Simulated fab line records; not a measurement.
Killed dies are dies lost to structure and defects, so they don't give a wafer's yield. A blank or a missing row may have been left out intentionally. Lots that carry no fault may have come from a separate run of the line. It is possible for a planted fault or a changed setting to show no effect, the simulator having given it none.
fab line records / flow sky130
record: lots: 6 wafers: 18 lastDay: 50
route steps=708 shown METAL2@485
lots with no fault: from the same line, run without faults
startH: hours from the record's first day to the start of the lot's first wafer shown / waitH: hours since the lot's step before / " unchanged from the row above / L1.1+2: a row that stands for several wafers / - no value, or no start given / * or withheld: withheld / < > ~ a bound
route shown NAME@n: a module of which the file shows steps, and the number in the route of the first / usual: mean/standard deviation of fault-free wafers / same: alike in all rows / chamber/n: place in a boat / sites: readings site by site / _std_site: standard deviation of those values / _edge_site: outer sites' mean less inner sites' / radiusMm: for every site, how far away it sits from the centre of the wafer / mask NAME#n: copy n / behind: the most recent tool/chamber to have shaped the wafer / hold: cause of the lot's hold/its duration in hours/its outcome / device: the n, p or np transistor that did not switch / end of line: at the end of the route, the tests of the same wafers / where a step has no rows: the recipe by itself / killed: count of dies lost to structure and defects at first sort (not the wafer's yield) / map: dies across one wafer; x = killed, . = not, _ = none there
set.NAME: the setting the step ran with; set.NAME@STEP: the setting that earlier step ran with / model.NAME: the simulator's own value behind a step, which no gauge read
lots seen at some steps along the route; tables by step, rows by wafer
services: a tool's chamber out of use, with start hour (startH, from the record's first day; less than 0 if before it), hours out, and reason
== steps ==
step: SKY_METAL2_SPUTTER_02
recipe: material: AlCu targetThkNm: 250 powerW: 10600 timeS: 13.3 chamberPressurePa: 0.4
usual: throttleValvePct: 29.9/0.66
lot.wafer=L928.2 tool=pvdSputter-03 chamber=- startH=790.97 waitH=0.0 throttleValvePct=29.4
lot.wafer=L928.4 tool=pvdSputter-03 chamber=- startH=790.97 waitH=0.0 throttleValvePct=30.3
lot.wafer=L928.6 tool=pvdSputter-03 chamber=- startH=790.97 waitH=0.0 throttleValvePct=31.5
lot.wafer=L935.3 tool=pvdSputter-03 chamber=- startH=843.30 waitH=0.0 throttleValvePct=30.0
lot.wafer=L935.5 tool=pvdSputter-03 chamber=- startH=843.30 waitH=0.0 throttleValvePct=29.5
lot.wafer=L935.6 tool=pvdSputter-03 chamber=- startH=843.30 waitH=0.0 throttleValvePct=30.3
lot.wafer=L942.1 tool=pvdSputter-02 chamber=- startH=896.56 waitH=0.0 throttleValvePct=28.9
lot.wafer=L942.4 tool=pvdSputter-02 chamber=- startH=896.56 waitH=0.0 throttleValvePct=29.7
lot.wafer=L942.5 tool=pvdSputter-02 chamber=- startH=896.56 waitH=0.0 throttleValvePct=29.1
lot.wafer=L943.1 tool=pvdSputter-03 chamber=- startH=896.88 waitH=0.0 throttleValvePct=29.9
lot.wafer=L943.3 tool=pvdSputter-03 chamber=- startH=896.88 waitH=0.0 throttleValvePct=31.2
lot.wafer=L943.6 tool=pvdSputter-03 chamber=- startH=896.88 waitH=0.0 throttleValvePct=30.1
lot.wafer=L946.2 tool=pvdSputter-03 chamber=- startH=916.19 waitH=0.0 throttleValvePct=29.3
lot.wafer=L946.4 tool=pvdSputter-03 chamber=- startH=916.19 waitH=0.0 throttleValvePct=30.2
lot.wafer=L946.6 tool=pvdSputter-03 chamber=- startH=916.19 waitH=0.0 throttleValvePct=30.2
lot.wafer=L950.1 tool=pvdSputter-02 chamber=- startH=971.07 waitH=0.0 throttleValvePct=29.6
lot.wafer=L950.2 tool=pvdSputter-02 chamber=- startH=971.07 waitH=0.0 throttleValvePct=30.9
lot.wafer=L950.4 tool=pvdSputter-02 chamber=- startH=971.07 waitH=0.0 throttleValvePct=29.4
step: SKY_METAL2_SPUTTER_03
recipe: material: Ti targetThkNm: 5 powerW: 3000 timeS: 3.3 chamberPressurePa: 0.4
usual: throttleValvePct: 29.9/0.64
lot.wafer=L928.2 tool=pvdSputter-03 chamber=- startH=790.99 waitH=0.0 throttleValvePct=29.4
lot.wafer=L928.4 tool=pvdSputter-03 chamber=- startH=790.99 waitH=0.0 throttleValvePct=30.2
lot.wafer=L928.6 tool=pvdSputter-03 chamber=- startH=790.99 waitH=0.0 throttleValvePct=31.2
lot.wafer=L935.3 tool=pvdSputter-03 chamber=- startH=843.32 waitH=0.0 throttleValvePct=29.7
lot.wafer=L935.5 tool=pvdSputter-03 chamber=- startH=843.32 waitH=0.0 throttleValvePct=29.8
lot.wafer=L935.6 tool=pvdSputter-03 chamber=- startH=843.32 waitH=0.0 throttleValvePct=30.2
lot.wafer=L942.1 tool=pvdSputter-02 chamber=- startH=896.59 waitH=0.0 throttleValvePct=29.4
lot.wafer=L942.4 tool=pvdSputter-02 chamber=- startH=896.59 waitH=0.0 throttleValvePct=29.6
lot.wafer=L942.5 tool=pvdSputter-02 chamber=- startH=896.59 waitH=0.0 throttleValvePct=28.9
lot.wafer=L943.1 tool=pvdSputter-03 chamber=- startH=896.90 waitH=0.0 throttleValvePct=30.2
lot.wafer=L943.3 tool=pvdSputter-03 chamber=- startH=896.90 waitH=0.0 throttleValvePct=31.0
lot.wafer=L943.6 tool=pvdSputter-03 chamber=- startH=896.90 waitH=0.0 throttleValvePct=30.0
lot.wafer=L946.2 tool=pvdSputter-03 chamber=- startH=916.22 waitH=0.0 throttleValvePct=29.7
lot.wafer=L946.4 tool=pvdSputter-03 chamber=- startH=916.22 waitH=0.0 throttleValvePct=30.6
lot.wafer=L946.6 tool=pvdSputter-03 chamber=- startH=916.22 waitH=0.0 throttleValvePct=30.1
lot.wafer=L950.1 tool=pvdSputter-02 chamber=- startH=971.10 waitH=0.0 throttleValvePct=29.9
lot.wafer=L950.2 tool=pvdSputter-02 chamber=- startH=971.10 waitH=0.0 throttleValvePct=30.4
lot.wafer=L950.4 tool=pvdSputter-02 chamber=- startH=971.10 waitH=0.0 throttleValvePct=28.9
step: SKY_METAL2_SPUTTER_04
recipe: material: TiN targetThkNm: 70 powerW: 6500 timeS: 58.3 chamberPressurePa: 0.4
usual: throttleValvePct: 29.9/0.66
lot.wafer=L928.2 tool=pvdSputter-03 chamber=- startH=791.01 waitH=0.0 throttleValvePct=29.2
lot.wafer=L928.4 tool=pvdSputter-03 chamber=- startH=791.01 waitH=0.0 throttleValvePct=30.2
lot.wafer=L928.6 tool=pvdSputter-03 chamber=- startH=791.01 waitH=0.0 throttleValvePct=31.3
lot.wafer=L935.3 tool=pvdSputter-03 chamber=- startH=843.34 waitH=0.0 throttleValvePct=30.0
lot.wafer=L935.5 tool=pvdSputter-03 chamber=- startH=843.34 waitH=0.0 throttleValvePct=29.6
lot.wafer=L935.6 tool=pvdSputter-03 chamber=- startH=843.34 waitH=0.0 throttleValvePct=30.1
lot.wafer=L942.1 tool=pvdSputter-02 chamber=- startH=896.60 waitH=0.0 throttleValvePct=29.2
lot.wafer=L942.4 tool=pvdSputter-02 chamber=- startH=896.60 waitH=0.0 throttleValvePct=29.7
lot.wafer=L942.5 tool=pvdSputter-02 chamber=- startH=896.60 waitH=0.0 throttleValvePct=29.0
lot.wafer=L943.1 tool=pvdSputter-03 chamber=- startH=896.92 waitH=0.0 throttleValvePct=30.1
lot.wafer=L943.3 tool=pvdSputter-03 chamber=- startH=896.92 waitH=0.0 throttleValvePct=31.1
lot.wafer=L943.6 tool=pvdSputter-03 chamber=- startH=896.92 waitH=0.0 throttleValvePct=30.0
lot.wafer=L946.2 tool=pvdSputter-03 chamber=- startH=916.23 waitH=0.0 throttleValvePct=29.4
lot.wafer=L946.4 tool=pvdSputter-03 chamber=- startH=916.23 waitH=0.0 throttleValvePct=30.3
lot.wafer=L946.6 tool=pvdSputter-03 chamber=- startH=916.23 waitH=0.0 throttleValvePct=30.3
lot.wafer=L950.1 tool=pvdSputter-02 chamber=- startH=971.12 waitH=0.0 throttleValvePct=29.5
lot.wafer=L950.2 tool=pvdSputter-02 chamber=- startH=971.12 waitH=0.0 throttleValvePct=30.3
lot.wafer=L950.4 tool=pvdSputter-02 chamber=- startH=971.12 waitH=0.0 throttleValvePct=29.2
step: SKY_METAL2_RS_MEAS_05
recipe: thkMeasGauge: four-point-probe reads: TiN_of_METAL2_SPUTTER_04+Ti_of_METAL2_SPUTTER_03+AlCu_of_METAL2_SPUTTER_02+TiN_of_METAL2_SPUTTER_01+Ti_of_METAL2_SPUTTER_00
usual: METAL2_ALCU_RS: 0.1269/0.0015
lot.wafer=L928.2 tool=filmMetro-01 chamber=- startH=791.08 waitH=0.0 METAL2_ALCU_RS[ohm/sq]=0.1281
lot.wafer=L928.4 tool=filmMetro-01 chamber=- startH=791.08 waitH=0.0 METAL2_ALCU_RS[ohm/sq]=0.1271
lot.wafer=L928.6 tool=filmMetro-01 chamber=- startH=791.08 waitH=0.0 METAL2_ALCU_RS[ohm/sq]=0.1250
lot.wafer=L935.3 tool=filmMetro-03 chamber=- startH=843.43 waitH=0.1 METAL2_ALCU_RS[ohm/sq]=0.1268
lot.wafer=L935.5 tool=filmMetro-03 chamber=- startH=843.43 waitH=0.1 METAL2_ALCU_RS[ohm/sq]=0.1269
lot.wafer=L935.6 tool=filmMetro-03 chamber=- startH=843.43 waitH=0.1 METAL2_ALCU_RS[ohm/sq]=0.1271
lot.wafer=L942.1 tool=filmMetro-01 chamber=- startH=896.65 waitH=0.0 METAL2_ALCU_RS[ohm/sq]=0.1293
lot.wafer=L942.4 tool=filmMetro-01 chamber=- startH=896.65 waitH=0.0 METAL2_ALCU_RS[ohm/sq]=0.1266
lot.wafer=L942.5 tool=filmMetro-01 chamber=- startH=896.65 waitH=0.0 METAL2_ALCU_RS[ohm/sq]=0.1296
lot.wafer=L943.1 tool=filmMetro-04 chamber=- startH=896.97 waitH=0.0 METAL2_ALCU_RS[ohm/sq]=0.1281
lot.wafer=L943.3 tool=filmMetro-04 chamber=- startH=896.97 waitH=0.0 METAL2_ALCU_RS[ohm/sq]=0.1255
lot.wafer=L943.6 tool=filmMetro-04 chamber=- startH=896.97 waitH=0.0 METAL2_ALCU_RS[ohm/sq]=0.1268
lot.wafer=L946.2 tool=filmMetro-04 chamber=- startH=916.30 waitH=0.0 METAL2_ALCU_RS[ohm/sq]=0.1288
lot.wafer=L946.4 tool=filmMetro-04 chamber=- startH=916.30 waitH=0.0 METAL2_ALCU_RS[ohm/sq]=0.1281
lot.wafer=L946.6 tool=filmMetro-04 chamber=- startH=916.30 waitH=0.0 METAL2_ALCU_RS[ohm/sq]=0.1276
lot.wafer=L950.1 tool=filmMetro-04 chamber=- startH=971.16 waitH=0.0 METAL2_ALCU_RS[ohm/sq]=0.1248
lot.wafer=L950.2 tool=filmMetro-04 chamber=- startH=971.16 waitH=0.0 METAL2_ALCU_RS[ohm/sq]=0.1250
lot.wafer=L950.4 tool=filmMetro-04 chamber=- startH=971.16 waitH=0.0 METAL2_ALCU_RS[ohm/sq]=0.1266
step: SKY_METAL2_THK_MEAS_06
recipe: thkMeasGauge: xrf reads: AlCu_of_METAL2_SPUTTER_02
usual: METAL2_ALCU_THK: 249/3.2
lot.wafer=L928.2 tool=filmMetro-01 chamber=- startH=791.19 waitH=0.1 METAL2_ALCU_THK[nm]=245
lot.wafer=L928.4 tool=filmMetro-01 chamber=- startH=791.19 waitH=0.1 METAL2_ALCU_THK[nm]=248
lot.wafer=L928.6 tool=filmMetro-01 chamber=- startH=791.19 waitH=0.1 METAL2_ALCU_THK[nm]=252
lot.wafer=L935.3 tool=filmMetro-03 chamber=- startH=843.53 waitH=0.1 METAL2_ALCU_THK[nm]=249
lot.wafer=L935.5 tool=filmMetro-03 chamber=- startH=843.53 waitH=0.1 METAL2_ALCU_THK[nm]=249
lot.wafer=L935.6 tool=filmMetro-03 chamber=- startH=843.53 waitH=0.1 METAL2_ALCU_THK[nm]=250
lot.wafer=L942.1 tool=filmMetro-01 chamber=- startH=896.77 waitH=0.1 METAL2_ALCU_THK[nm]=243
lot.wafer=L942.4 tool=filmMetro-01 chamber=- startH=896.77 waitH=0.1 METAL2_ALCU_THK[nm]=247
lot.wafer=L942.5 tool=filmMetro-01 chamber=- startH=896.77 waitH=0.1 METAL2_ALCU_THK[nm]=242
lot.wafer=L943.1 tool=filmMetro-04 chamber=- startH=897.09 waitH=0.1 METAL2_ALCU_THK[nm]=243
lot.wafer=L943.3 tool=filmMetro-04 chamber=- startH=897.09 waitH=0.1 METAL2_ALCU_THK[nm]=251
lot.wafer=L943.6 tool=filmMetro-04 chamber=- startH=897.09 waitH=0.1 METAL2_ALCU_THK[nm]=249
lot.wafer=L946.2 tool=filmMetro-04 chamber=- startH=916.41 waitH=0.1 METAL2_ALCU_THK[nm]=246
lot.wafer=L946.4 tool=filmMetro-04 chamber=- startH=916.41 waitH=0.1 METAL2_ALCU_THK[nm]=246
lot.wafer=L946.6 tool=filmMetro-04 chamber=- startH=916.41 waitH=0.1 METAL2_ALCU_THK[nm]=247
lot.wafer=L950.1 tool=filmMetro-04 chamber=- startH=971.28 waitH=0.1 METAL2_ALCU_THK[nm]=253
lot.wafer=L950.2 tool=filmMetro-04 chamber=- startH=971.28 waitH=0.1 METAL2_ALCU_THK[nm]=253
lot.wafer=L950.4 tool=filmMetro-04 chamber=- startH=971.28 waitH=0.1 METAL2_ALCU_THK[nm]=250
step: SKY_METAL2_DEHYDRATE_07
recipe: tempC: 200 timeS: 60
step: SKY_METAL2_HMDS_08
recipe: primeTimeS: 60 primeTempC: 120
step: SKY_METAL2_COAT_09
recipe: resist: BARC tempC: withheld timeS: withheld spinRpm: 3000 resistThkNm: 60
step: SKY_METAL2_COAT_10
recipe: resist: KrF-thick spinRpm: 3000 resistThkNm: 450
step: SKY_METAL2_SOFTBAKE_11
recipe: tempC: 100 timeS: 90 resist: KrF-thick
step: SKY_METAL2_EXPOSE_12
recipe: maskId: MM2 na: 0.8 sourceShape: annular sigmaInner: 0.55 sigmaOuter: 0.85 targetCdNm: 140 doseMj: 28
step: SKY_METAL2_PEB_13
recipe: pebTempC: withheld pebTimeS: withheld resist: KrF-thick
step: SKY_METAL2_DEVELOP_14
recipe: developTimeS: 60 resist: KrF-thick devTempC: 21
usual: chillPlateTempC: 22.96/0.098 developTimeS: 60/0
lot.wafer=L928.2 tool=lithoTrack-03 chamber=0 startH=817 waitH=- chillPlateTempC=22.99 developTimeS=60 model.KrF-thick_of_METAL2_COAT_10.thkNm=434
lot.wafer=L928.4 tool=lithoTrack-03 chamber=0 startH=817 waitH=- chillPlateTempC=22.95 developTimeS=60 model.KrF-thick_of_METAL2_COAT_10.thkNm=436
lot.wafer=L928.6 tool=lithoTrack-03 chamber=0 startH=817 waitH=- chillPlateTempC=22.98 developTimeS=60 model.KrF-thick_of_METAL2_COAT_10.thkNm=434.8
lot.wafer=L935.3 tool=lithoTrack-03 chamber=0 startH=869 waitH=- chillPlateTempC=23.07 developTimeS=60 model.KrF-thick_of_METAL2_COAT_10.thkNm=436.2
lot.wafer=L935.5 tool=lithoTrack-03 chamber=0 startH=869 waitH=- chillPlateTempC=22.84 developTimeS=60 model.KrF-thick_of_METAL2_COAT_10.thkNm=436.4
lot.wafer=L935.6 tool=lithoTrack-03 chamber=0 startH=869 waitH=- chillPlateTempC=23.14 developTimeS=60 model.KrF-thick_of_METAL2_COAT_10.thkNm=436.5
lot.wafer=L942.1 tool=lithoTrack-04 chamber=- startH=921 waitH=- chillPlateTempC=- developTimeS=- model.KrF-thick_of_METAL2_COAT_10.thkNm=451.4
lot.wafer=L942.4 tool=lithoTrack-04 chamber=- startH=921 waitH=- chillPlateTempC=- developTimeS=- model.KrF-thick_of_METAL2_COAT_10.thkNm=449.8
lot.wafer=L942.5 tool=lithoTrack-04 chamber=- startH=921 waitH=- chillPlateTempC=- developTimeS=- model.KrF-thick_of_METAL2_COAT_10.thkNm=451.7
lot.wafer=L943.1 tool=lithoTrack-03 chamber=- startH=922 waitH=- chillPlateTempC=- developTimeS=- model.KrF-thick_of_METAL2_COAT_10.thkNm=451.9
lot.wafer=L943.3 tool=lithoTrack-03 chamber=- startH=922 waitH=- chillPlateTempC=- developTimeS=- model.KrF-thick_of_METAL2_COAT_10.thkNm=451.6
lot.wafer=L943.6 tool=lithoTrack-03 chamber=- startH=922 waitH=- chillPlateTempC=- developTimeS=- model.KrF-thick_of_METAL2_COAT_10.thkNm=451
lot.wafer=L946.2 tool=lithoTrack-04 chamber=0 startH=941 waitH=- chillPlateTempC=22.82 developTimeS=60 model.KrF-thick_of_METAL2_COAT_10.thkNm=438
lot.wafer=L946.4 tool=lithoTrack-04 chamber=0 startH=941 waitH=- chillPlateTempC=23.04 developTimeS=60 model.KrF-thick_of_METAL2_COAT_10.thkNm=438.2
lot.wafer=L946.6 tool=lithoTrack-04 chamber=0 startH=941 waitH=- chillPlateTempC=23.05 developTimeS=60 model.KrF-thick_of_METAL2_COAT_10.thkNm=437.9
lot.wafer=L950.1 tool=lithoTrack-03 chamber=0 startH=994 waitH=- chillPlateTempC=22.87 developTimeS=60 model.KrF-thick_of_METAL2_COAT_10.thkNm=435.7
lot.wafer=L950.2 tool=lithoTrack-03 chamber=0 startH=994 waitH=- chillPlateTempC=22.89 developTimeS=60 model.KrF-thick_of_METAL2_COAT_10.thkNm=434.4
lot.wafer=L950.4 tool=lithoTrack-03 chamber=0 startH=994 waitH=- chillPlateTempC=22.93 developTimeS=60 model.KrF-thick_of_METAL2_COAT_10.thkNm=434.8
step: SKY_METAL2_CD_MEAS_15
recipe: targetCdNm: 140
usual: cdNm: 140.2/1.7
lot.wafer=L928.2 tool=cdSem-02 chamber=- startH=817.44 waitH=- cdNm=139.7
lot.wafer=L928.4 tool=cdSem-02 chamber=- startH=817.44 waitH=- cdNm=141.6
lot.wafer=L928.6 tool=cdSem-02 chamber=- startH=817.44 waitH=- cdNm=141.5
lot.wafer=L935.3 tool=cdSem-02 chamber=- startH=869.21 waitH=- cdNm=142.6
lot.wafer=L935.5 tool=cdSem-02 chamber=- startH=869.21 waitH=- cdNm=144.0
lot.wafer=L935.6 tool=cdSem-02 chamber=- startH=869.21 waitH=- cdNm=143.1
lot.wafer=L942.1 tool=cdSem-01 chamber=- startH=921.66 waitH=- cdNm=-
lot.wafer=L942.4 tool=cdSem-01 chamber=- startH=921.66 waitH=- cdNm=-
lot.wafer=L942.5 tool=cdSem-01 chamber=- startH=921.66 waitH=- cdNm=-
lot.wafer=L943.1 tool=cdSem-02 chamber=- startH=922.52 waitH=- cdNm=-
lot.wafer=L943.3 tool=cdSem-02 chamber=- startH=922.52 waitH=- cdNm=-
lot.wafer=L943.6 tool=cdSem-02 chamber=- startH=922.52 waitH=- cdNm=-
lot.wafer=L946.2 tool=cdSem-01 chamber=- startH=941.48 waitH=- cdNm=141.7
lot.wafer=L946.4 tool=cdSem-01 chamber=- startH=941.48 waitH=- cdNm=140.4
lot.wafer=L946.6 tool=cdSem-01 chamber=- startH=941.48 waitH=- cdNm=141.4
lot.wafer=L950.1 tool=cdSem-02 chamber=- startH=995.07 waitH=- cdNm=139.3
lot.wafer=L950.2 tool=cdSem-02 chamber=- startH=995.07 waitH=- cdNm=139.7
lot.wafer=L950.4 tool=cdSem-02 chamber=- startH=995.07 waitH=- cdNm=140.4
== services ==
tool=pvdSputter-03 chamber=0 startH=816.48 hours=- kind=consumableReplace:kit
tool=pvdSputter-03 chamber=0 startH=816.48 hours=18.0 kind=scheduledDown
tool=pvdSputter-03 chamber=0 startH=816.48 hours=18.0 kind=ventCycle
tool=pvdSputter-02 chamber=0 startH=854.98 hours=- kind=consumableReplace:kit
tool=pvdSputter-02 chamber=0 startH=854.98 hours=18.0 kind=scheduledDown
tool=pvdSputter-02 chamber=0 startH=854.98 hours=18.0 kind=ventCycle
tool=pvdSputter-03 chamber=- startH=887.45 hours=2.3 kind=repair
tool=pvdSputter-02 chamber=- startH=904.63 hours=8.7 kind=repair
tool=lithoTrack-04 chamber=- startH=969.00 hours=- kind=consumableReplace:filter
== key ==
firstSign: step: SKY_METAL2_DEVELOP_14 reading: toolRecord direction: missing
effect none on later readings
modelEffect: step: SKY_METAL2_DEVELOP_14 value: KrF-thick_of_METAL2_COAT_10.thkNm without: 437.2 struck: 451.2
metAt SKY_METAL2_DEVELOP_14
struckWafers L942.1,L942.4,L942.5,L943.1,L943.3,L943.6
laterRowsLeftOut L942.1,L942.4,L942.5,L943.1,L943.3,L943.6
sortLeftOut L942.1,L942.4,L942.5,L943.1,L943.3,L943.6
onsetBetween 869 921
fault: kind: skippedStepWhole tool: lithoTrack-03,lithoTrack-04 chamber: - onsetH: 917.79 steps: SKY_METAL2_DEVELOP_14 scope: struckLotsOnly
sortLeftOut: the simulated sort isn't trusted on such a fault, so these wafers' sort isn't shown, and their yield isn't known
laterRowsLeftOut: the simulator's readings of these wafers behind a module that went badly wrong aren't trusted and aren't shown, but for the sort
